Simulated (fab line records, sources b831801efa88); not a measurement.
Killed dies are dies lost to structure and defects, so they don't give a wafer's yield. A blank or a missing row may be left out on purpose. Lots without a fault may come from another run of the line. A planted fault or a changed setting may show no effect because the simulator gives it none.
Which tool did it? | flow sky130 | 24 lots, 72 wafers sampled, at 5 steps of a route of 708

WHAT THE GAUGES READ, wafer by wafer
SKY_SD_N_RS_MEAS_18: measures by four-point-probe.
lot  | measured     | on            | RES_XHIGH_RS (ohm/sq)
L074 | day 28 01:24 | film_metro-04 | 336.8 336.5 336.3
L075 | day 28 02:01 | film_metro-04 | 336.7 336.5 335.6
L076 | day 28 18:24 | film_metro-02 | 335.3 336.2 335.8
L077 | day 29 02:38 | film_metro-04 | 336.9 336.7 337.4
L078 | day 29 04:55 | film_metro-04 | 337.8 338.2 337.7
L080 | day 29 22:44 | film_metro-02 | 334.7 334.7 335.7
L079 | day 30 03:29 | film_metro-02 | 335.6 335.7 335.1
L081 | day 31 01:58 | film_metro-04 | 338.0 339.1 339.1
L082 | day 31 03:17 | film_metro-02 | 335.6 335.3 335.0
L083 | day 31 06:17 | film_metro-04 | 337.3 337.8 336.9
L084 | day 31 13:01 | film_metro-01 | 335.1 334.9 335.0
L085 | day 32 01:44 | film_metro-04 | 338.9 337.8 337.4
L086 | day 32 09:13 | film_metro-01 | 335.6 335.2 336.8
L087 | day 32 14:56 | film_metro-01 | 336.9 335.4 336.8
L088 | day 32 16:32 | film_metro-02 | 334.5 333.6 334.2
L089 | day 33 01:10 | film_metro-02 | 335.0 335.7 334.8
L090 | day 33 07:02 | film_metro-01 | 335.0 336.3 335.4
L091 | day 33 16:38 | film_metro-02 | 335.8 336.5 336.9
L092 | day 34 03:10 | film_metro-04 | 338.1 337.7 337.6
L093 | day 34 09:36 | film_metro-01 | 334.1 335.6 334.6
L094 | day 34 09:55 | film_metro-02 | 337.9 338.3 338.7
L095 | day 34 16:18 | film_metro-04 | 336.5 336.2 335.9
L096 | day 34 22:07 | film_metro-01 | 335.2 336.4 335.9
L097 | day 35 10:26 | film_metro-02 | 336.4 336.9 336.8

SKY_VIA1_BOW_MEAS_03.
lot  | measured     | on            | VIA1_BOW (um)
L074 | day 32 22:24 | film_metro-01 | 85 70 77
L075 | day 32 23:42 | film_metro-02 | 79 87 86
L076 | day 33 16:19 | film_metro-01 | 82 84 80
L077 | day 33 22:04 | film_metro-01 | 85 86 87
L078 | day 33 23:53 | film_metro-04 | 71 75 80
L080 | day 34 18:47 | film_metro-04 | 84 88 91
L079 | day 34 21:49 | film_metro-04 | 70 92 70
L081 | day 35 20:37 | film_metro-04 | 82 84 90
L082 | day 35 21:31 | film_metro-01 | 83 84 80
L083 | day 35 23:05 | film_metro-04 | 71 69 81
L084 | day 36 07:56 | film_metro-04 | 82 76 80
L085 | day 36 18:37 | film_metro-04 | 79 89 71
L086 | day 37 01:49 | film_metro-02 | 81 82 87
L087 | day 37 07:29 | film_metro-01 | 86 82 79
L088 | day 37 08:58 | film_metro-02 | 79 78 76
L089 | day 37 17:43 | film_metro-01 | 76 87 87
L090 | day 37 23:43 | film_metro-04 | 87 82 89
L091 | day 38 07:48 | film_metro-04 | 83 85 78
L092 | day 38 17:34 | film_metro-01 | 80 77 72
L093 | day 39 00:05 | film_metro-04 | 70 76 75
L094 | day 39 01:50 | film_metro-02 | 80 90 89
L095 | day 39 07:04 | film_metro-04 | 79 94 96
L096 | day 39 12:41 | film_metro-01 | 71 79 82
L097 | day 39 23:32 | film_metro-02 | 87 76 80

WHICH TOOL RAN EACH LOT (tool, then ch and the chambers of the sampled wafers, then the start)
lot  | SKY_CONTACT_SPUTTER_23       | SKY_METAL1_SPUTTER_00        | SKY_METAL1_STRIP_20
L074 | pvd_sputter-03, day 31 17:01 | pvd_sputter-01, day 31 17:40 | plasma_asher-04 ch 0,1, day 32 21:20
L075 | pvd_sputter-03, day 31 18:12 | pvd_sputter-02, day 31 18:52 | plasma_asher-02 ch 0,1, day 32 22:38
L076 | pvd_sputter-03, day 32 11:20 | pvd_sputter-01, day 32 11:59 | plasma_asher-02 ch 0,1, day 33 15:15
L077 | pvd_sputter-04, day 32 17:20 | pvd_sputter-03, day 32 17:59 | plasma_asher-02 ch 1, day 33 21:00
L078 | pvd_sputter-03, day 32 19:27 | pvd_sputter-01, day 32 20:07 | plasma_asher-02 ch 0,1, day 33 22:46
L080 | pvd_sputter-03, day 33 13:19 | pvd_sputter-02, day 33 13:58 | plasma_asher-02 ch 0,1, day 34 17:41
L079 | pvd_sputter-01, day 33 17:26 | pvd_sputter-03, day 33 18:05 | plasma_asher-02 ch 0,1, day 34 20:44
L081 | pvd_sputter-04, day 34 15:46 | pvd_sputter-02, day 34 16:25 | plasma_asher-01 ch 0,1, day 35 19:21
L082 | pvd_sputter-03, day 34 16:49 | pvd_sputter-01, day 34 17:28 | plasma_asher-04 ch 0,1, day 35 20:22
L083 | pvd_sputter-04, day 34 18:27 | pvd_sputter-02, day 34 19:06 | plasma_asher-02 ch 1, day 35 21:50
L084 | pvd_sputter-03, day 35 02:26 | pvd_sputter-02, day 35 03:06 | plasma_asher-02 ch 1, day 36 06:48
L085 | pvd_sputter-01, day 35 14:12 | pvd_sputter-03, day 35 14:51 | plasma_asher-01 ch 0,1, day 36 17:28
L086 | pvd_sputter-03, day 35 21:47 | pvd_sputter-03, day 35 22:26 | plasma_asher-04 ch 0,1, day 37 00:40
L087 | pvd_sputter-01, day 36 03:16 | pvd_sputter-03, day 36 03:55 | plasma_asher-02 ch 0,1, day 37 06:18
L088 | pvd_sputter-04, day 36 04:37 | pvd_sputter-01, day 36 05:16 | plasma_asher-01 ch 0,1, day 37 07:48
L089 | pvd_sputter-03, day 36 12:49 | pvd_sputter-01, day 36 13:28 | plasma_asher-01 ch 0,1, day 37 16:35
L090 | pvd_sputter-01, day 36 19:08 | pvd_sputter-02, day 36 19:47 | plasma_asher-04 ch 0,1, day 37 22:15
L091 | pvd_sputter-03, day 37 04:05 | pvd_sputter-01, day 37 04:44 | plasma_asher-02 ch 0,1, day 38 06:44
L092 | pvd_sputter-04, day 37 14:16 | pvd_sputter-02, day 37 14:55 | plasma_asher-02 ch 0,1, day 38 16:30
L093 | pvd_sputter-04, day 37 20:35 | pvd_sputter-03, day 37 21:14 | plasma_asher-02 ch 0,1, day 38 22:57
L094 | pvd_sputter-04, day 37 21:43 | pvd_sputter-01, day 37 22:22 | plasma_asher-01 ch 0,1, day 39 00:19
L095 | pvd_sputter-04, day 38 04:07 | pvd_sputter-03, day 38 04:46 | plasma_asher-01 ch 0,1, day 39 05:57
L096 | pvd_sputter-01, day 38 09:18 | pvd_sputter-01, day 38 09:57 | plasma_asher-01 ch 0,1, day 39 11:30
L097 | pvd_sputter-01, day 38 20:41 | pvd_sputter-03, day 38 21:20 | plasma_asher-02 ch 0,1, day 39 22:10
- SKY_CONTACT_SPUTTER_23: material TiN, target thk 20 nm, time 80 s.
- SKY_METAL1_SPUTTER_00: material Ti, target thk 15 nm, time 10 s.
- SKY_METAL1_STRIP_20: strips in O2/N2.

WHAT THE TOOLS THEMSELVES READ (means of the sampled wafers that have a number; where no wafer has one, the mark that the record gives instead)
SKY_CONTACT_SPUTTER_23.
lot  | tool           | throttle_valve_pct (%)
L074 | pvd_sputter-03 | 31.1
L075 | pvd_sputter-03 | 31.0
L076 | pvd_sputter-03 | 30.8
L077 | pvd_sputter-04 | 30.1
L078 | pvd_sputter-03 | 31.0
L080 | pvd_sputter-03 | 30.6
L079 | pvd_sputter-01 | 29.0
L081 | pvd_sputter-04 | 30.0
L082 | pvd_sputter-03 | 30.7
L083 | pvd_sputter-04 | 30.0
L084 | pvd_sputter-03 | 30.9
L085 | pvd_sputter-01 | 30.0
L086 | pvd_sputter-03 | 30.9
L087 | pvd_sputter-01 | 29.9
L088 | pvd_sputter-04 | 29.9
L089 | pvd_sputter-03 | 30.8
L090 | pvd_sputter-01 | 30.1
L091 | pvd_sputter-03 | 30.9
L092 | pvd_sputter-04 | 30.0
L093 | pvd_sputter-04 | 30.1
L094 | pvd_sputter-04 | 30.0
L095 | pvd_sputter-04 | 29.8
L096 | pvd_sputter-01 | 29.9
L097 | pvd_sputter-01 | 30.1

SKY_METAL1_SPUTTER_00.
lot  | tool           | throttle_valve_pct (%)
L074 | pvd_sputter-01 | 29.4
L075 | pvd_sputter-02 | 30.0
L076 | pvd_sputter-01 | 29.4
L077 | pvd_sputter-03 | 31.1
L078 | pvd_sputter-01 | 29.5
L080 | pvd_sputter-02 | 30.1
L079 | pvd_sputter-03 | 30.7
L081 | pvd_sputter-02 | 30.0
L082 | pvd_sputter-01 | 29.4
L083 | pvd_sputter-02 | 30.1
L084 | pvd_sputter-02 | 29.7
L085 | pvd_sputter-03 | 31.2
L086 | pvd_sputter-03 | 31.3
L087 | pvd_sputter-03 | 31.1
L088 | pvd_sputter-01 | 30.1
L089 | pvd_sputter-01 | 29.5
L090 | pvd_sputter-02 | 29.9
L091 | pvd_sputter-01 | 29.4
L092 | pvd_sputter-02 | 30.2
L093 | pvd_sputter-03 | 31.1
L094 | pvd_sputter-01 | 30.0
L095 | pvd_sputter-03 | 31.0
L096 | pvd_sputter-01 | 29.4
L097 | pvd_sputter-03 | 31.0

SKY_METAL1_STRIP_20.
lot  | tool            | chamber_pressure_mTorr (mTorr) | drypump_motor_current_A (A) | oes_product_au (a.u.) | strip_time_to_endpoint_s (s)
L074 | plasma_asher-04 | 1500.0                         | 6.3                         | 0.344                 | 2.74
L075 | plasma_asher-02 | 1501.5                         | 5.7                         | 0.345                 | 2.73
L076 | plasma_asher-02 | 1499.6                         | 5.2                         | 0.339                 | 2.68
L077 | plasma_asher-02 | 1500.0                         | 4.7                         | 0.343                 | 2.71
L078 | plasma_asher-02 | 1499.0                         | 5.7                         | 0.343                 | 2.77
L080 | plasma_asher-02 | 1500.2                         | 5.6                         | 0.346                 | 2.76
L079 | plasma_asher-02 | 1499.6                         | 5.2                         | 0.345                 | 2.69
L081 | plasma_asher-01 | 1500.4                         | 5.6                         | 0.341                 | 2.71
L082 | plasma_asher-04 | 1500.7                         | 6.3                         | 0.340                 | 2.75
L083 | plasma_asher-02 | 1499.4                         | 4.7                         | 0.342                 | 2.62
L084 | plasma_asher-02 | 1499.4                         | 4.7                         | 0.343                 | 2.75
L085 | plasma_asher-01 | 1501.0                         | 5.6                         | 0.345                 | 2.72
L086 | plasma_asher-04 | 1501.2                         | 6.3                         | 0.343                 | 2.70
L087 | plasma_asher-02 | 1499.1                         | 5.2                         | 0.342                 | 2.66
L088 | plasma_asher-01 | 1500.3                         | 6.0                         | 0.347                 | 2.76
L089 | plasma_asher-01 | 1501.3                         | 6.0                         | 0.345                 | 2.75
L090 | plasma_asher-04 | 1499.0                         | 6.3                         | 0.344                 | 2.68
L091 | plasma_asher-02 | 1499.2                         | 5.6                         | 0.341                 | 2.69
L092 | plasma_asher-02 | 1498.9                         | 5.6                         | 0.346                 | 2.76
L093 | plasma_asher-02 | 1500.6                         | 5.2                         | 0.342                 | 2.68
L094 | plasma_asher-01 | 1499.7                         | 5.5                         | 0.342                 | 2.70
L095 | plasma_asher-01 | 1500.7                         | 5.6                         | 0.343                 | 2.74
L096 | plasma_asher-01 | 1499.9                         | 5.6                         | 0.348                 | 2.69
L097 | plasma_asher-02 | 1500.7                         | 5.2                         | 0.347                 | 2.74

THE ANSWER, worked out from the rows above alone
Rule: what is usual is taken from the lots themselves. Put in order of their means at a reading, lots are off if they are a third of the lots or fewer, leave a main group of 4 or more, and stand apart from it by a gap of 3 or more times the standard deviation of the main group's means; of several such gaps the widest counts. A main group whose means are all the same, to the digits that the tables above print for the reading, isn't used. A lot without any number at a reading at which 4 lots or more have one is off too. The other lots that the step has rows for count as sound. The gauges are gone through in route order, then the tools' own readings, and for those a lot's mean is taken as printed above. The first step at which some lot is off is used, and at that step the reading that is off furthest; a lot without a number counts as furthest.
No lot is off at any reading shown: from this, nothing can be told.

WHAT THE SIMULATOR HAD PUT IN
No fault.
